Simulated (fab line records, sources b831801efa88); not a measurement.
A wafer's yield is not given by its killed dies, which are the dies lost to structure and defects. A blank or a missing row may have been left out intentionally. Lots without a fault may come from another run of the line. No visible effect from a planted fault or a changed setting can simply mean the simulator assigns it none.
Which tool is to blame? -- flow sky130 -- 36 wafers from 12 lots sampled at 6 of the route's 708 steps

## WHAT EACH GAUGE READ, for each wafer
SKY_LDD_N_TW_MEAS_17.
lot,measured,on,LDD_N_TW
L740,day 18 13:04,film-metro-03,2543 2556 2561
L743,day 20 23:01,film-metro-03,2571 2568 2584
L745,day 21 03:47,film-metro-03,2552 2554 2570
L744,day 21 04:27,film-metro-03,2555 2562 2556
L747,day 22 16:42,film-metro-04,2579 2564 2575
L751,day 23 22:32,film-metro-04,2572 2580 2562
L752,day 24 03:15,film-metro-03,2554 2542 2557
L754,day 24 08:58,film-metro-03,2545 2554 2550
L753,day 24 10:30,film-metro-01,2577 2585 2573
L756,day 24 22:35,film-metro-03,2557 2545 2547
L755,day 25 00:16,film-metro-01,2568 2572 2580
L758,day 25 06:20,film-metro-04,2571 2570 2579

SKY_RES_XHIGH_TW_MEAS_09.
lot,measured,on,RES_XHIGH_TW
L740,day 27 14:40,film-metro-01,1641 1642 1639
L743,day 29 17:37,film-metro-01,1649 1639 1643
L745,day 29 20:44,film-metro-01,1644 1637 1640
L744,day 29 21:41,film-metro-03,1611 1609 1617
L747,day 31 05:53,film-metro-01,1631 1642 1635
L751,day 32 09:22,film-metro-02,1632 1638 1646
L752,day 32 13:59,film-metro-02,30 30 30 30 30 30
L754,day 32 20:02,film-metro-02,30 30 30 30 30 30
L753,day 32 21:43,film-metro-02,30 30 30 30 30 30
L756,day 33 06:08,film-metro-03,1628 1639 1640
L755,day 33 07:14,film-metro-02,1658 1646 1650
L758,day 33 14:46,film-metro-03,1642 1637 1633

SKY_SD_N_RS_MEAS_17: measurement is done with a four-point probe.
lot,measured,on,SD_P_RS (ohm/sq)
L740,day 28 19:02,film-metro-02,147.4 147.3 147.2
L743,day 30 22:03,film-metro-01,147.4 147.6 147.8
L745,day 31 00:44,film-metro-01,147.8 147.6 147.3
L744,day 31 02:31,film-metro-02,147.0 146.7 146.7
L747,day 32 09:56,film-metro-01,147.5 147.3 147.1
L751,day 33 13:32,film-metro-03,147.0 147.5 147.6
L756,day 34 08:53,film-metro-01,147.5 147.3 147.3
L755,day 34 10:38,film-metro-03,147.9 147.7 147.7
L758,day 34 18:26,film-metro-02,147.2 147.1 146.8

SKY_LI_CONTACT_BOW_MEAS_03.
lot,measured,on,LI_CONTACT_BOW (um)
L740,day 28 19:47,film-metro-02,50 48 55
L743,day 30 22:46,film-metro-01,57 62 63
L745,day 31 01:28,film-metro-01,54 48 51
L744,day 31 03:14,film-metro-01,49 54 56
L747,day 32 10:40,film-metro-03,49 52 43
L751,day 33 14:16,film-metro-03,58 56 51
L756,day 34 09:37,film-metro-01,61 54 50
L755,day 34 11:22,film-metro-03,65 42 56
L758,day 34 19:09,film-metro-02,56 63 61

## WHAT TOOL EACH LOT RAN ON (gives the tool, then ch and the chambers of the sampled wafers, and finally the start)
lot,SKY_SD_P_STRIP_10,SKY_RES_XHIGH_STRIP_08
L740,"plasma-asher-04 ch 0,1, day 26 09:04","plasma-asher-03 ch 0,1, day 27 14:34"
L743,"plasma-asher-01 ch 0,1, day 28 13:22","plasma-asher-01 ch 0,1, day 29 17:31"
L745,"plasma-asher-03 ch 0,1, day 28 16:58","plasma-asher-03 ch 0,1, day 29 20:38"
L744,"plasma-asher-01 ch 0,1, day 28 17:26","plasma-asher-03 ch 0,1, day 29 21:35"
L747,"plasma-asher-04 ch 0,1, day 30 01:48","plasma-asher-02 ch 0,1, day 31 05:47"
L751,"plasma-asher-04 ch 0,1, day 31 06:06","plasma-asher-03 ch 0,1, day 32 09:16"
L752,"plasma-asher-01 ch 0,1, day 31 10:27","plasma-asher-03 ch 0,1, day 32 13:53"
L754,"plasma-asher-01 ch 0,1, day 31 17:37","plasma-asher-02 ch 0,1, day 32 19:56"
L753,"plasma-asher-01 ch 0,1, day 31 18:40","plasma-asher-01 ch 0,1, day 32 21:37"
L756,"plasma-asher-01 ch 0,1, day 32 02:46","plasma-asher-01 ch 0,1, day 33 06:01"
L755,"plasma-asher-01 ch 0,1, day 32 04:31","plasma-asher-02 ch 1, day 33 07:07"
L758,"plasma-asher-03 ch 1, day 32 11:13","plasma-asher-03 ch 0,1, day 33 14:40"
- SKY_SD_P_STRIP_10: strips in O2/N2.
- SKY_RES_XHIGH_STRIP_08: strips in O2/N2.

## AS READ BY THE TOOLS THEMSELVES (means over the sampled wafers that have a number; for cases with no such wafer, the mark the record gives instead)
SKY_SD_P_STRIP_10.
lot,tool,chamber-pressure-mTorr (mTorr),drypump-motor-current-A (A),oes-product-au (a.u.),strip-time-to-endpoint-s (s)
L740,plasma-asher-04,1499.2,5.4,0.618,17.47
L743,plasma-asher-01,1500.8,5.4,0.618,17.52
L745,plasma-asher-03,1499.9,5.6,0.622,17.45
L744,plasma-asher-01,1501.5,5.2,0.617,17.49
L747,plasma-asher-04,1499.1,5.5,0.622,17.40
L751,plasma-asher-04,1501.9,5.6,0.613,17.47
L752,plasma-asher-01,-,-,-,-
L754,plasma-asher-01,-,-,-,-
L753,plasma-asher-01,-,-,-,-
L756,plasma-asher-01,1499.5,5.2,0.618,17.44
L755,plasma-asher-01,1499.9,5.4,0.620,17.45
L758,plasma-asher-03,1500.4,6.2,0.615,17.45

SKY_RES_XHIGH_STRIP_08.
lot,tool,chamber-pressure-mTorr (mTorr),drypump-motor-current-A (A),oes-product-au (a.u.),strip-time-to-endpoint-s (s)
L740,plasma-asher-03,1499.5,5.6,0.716,14.31
L743,plasma-asher-01,1499.1,5.5,0.712,14.38
L745,plasma-asher-03,1499.4,5.9,0.707,14.27
L744,plasma-asher-03,1500.5,5.6,0.710,14.34
L747,plasma-asher-02,1499.5,5.8,0.708,14.32
L751,plasma-asher-03,1498.4,5.9,0.709,14.33
L752,plasma-asher-03,1501.1,5.6,0.718,31.36
L754,plasma-asher-02,1499.9,5.8,0.718,31.36
L753,plasma-asher-01,1500.4,5.4,0.715,31.38
L756,plasma-asher-01,1499.1,5.4,0.713,14.32
L755,plasma-asher-02,1499.3,5.2,0.711,14.28
L758,plasma-asher-03,1499.6,5.9,0.712,14.26

## THE ANSWER, worked out from the rows above alone
Rule: usual is defined by the lots themselves. The widest of any qualifying gaps counts: lots, ordered by their means at a reading, are off when they make up no more than a third of the lots, leave a main group of 4 or more, and stand apart from it by 3 or more times the standard deviation of that group's means. The tables above print the reading to a certain number of digits; a main group whose means all agree to those digits is not used. Also off: a lot with no number at a reading for which 4 or more lots have one. Where the step has rows for the other lots, those lots are counted as sound. After the gauges, taken in route order, come the tools' own readings; for these a lot's mean is taken, as printed above. The first step at which some lot is off is used, and at that step the reading that is off furthest; a lot without a number counts as furthest.
Off: L752, L754, L753, at SKY_RES_XHIGH_TW_MEAS_09 (RES_XHIGH_TW). The main group has a mean of 1637 with a standard deviation of 9.9.
A tool fits if, at a process step before that reading, it ran every lot that is off, and no sound lot after the first of them. The gauges at SKY_RES_XHIGH_TW_MEAS_09 aren't tried: what is off there is off at SKY_SD_P_STRIP_10 too, on other tools, and a gauge's error can't cause that. Not one of the candidates tried fits.

## WHAT HAD BEEN PUT IN BY THE SIMULATOR
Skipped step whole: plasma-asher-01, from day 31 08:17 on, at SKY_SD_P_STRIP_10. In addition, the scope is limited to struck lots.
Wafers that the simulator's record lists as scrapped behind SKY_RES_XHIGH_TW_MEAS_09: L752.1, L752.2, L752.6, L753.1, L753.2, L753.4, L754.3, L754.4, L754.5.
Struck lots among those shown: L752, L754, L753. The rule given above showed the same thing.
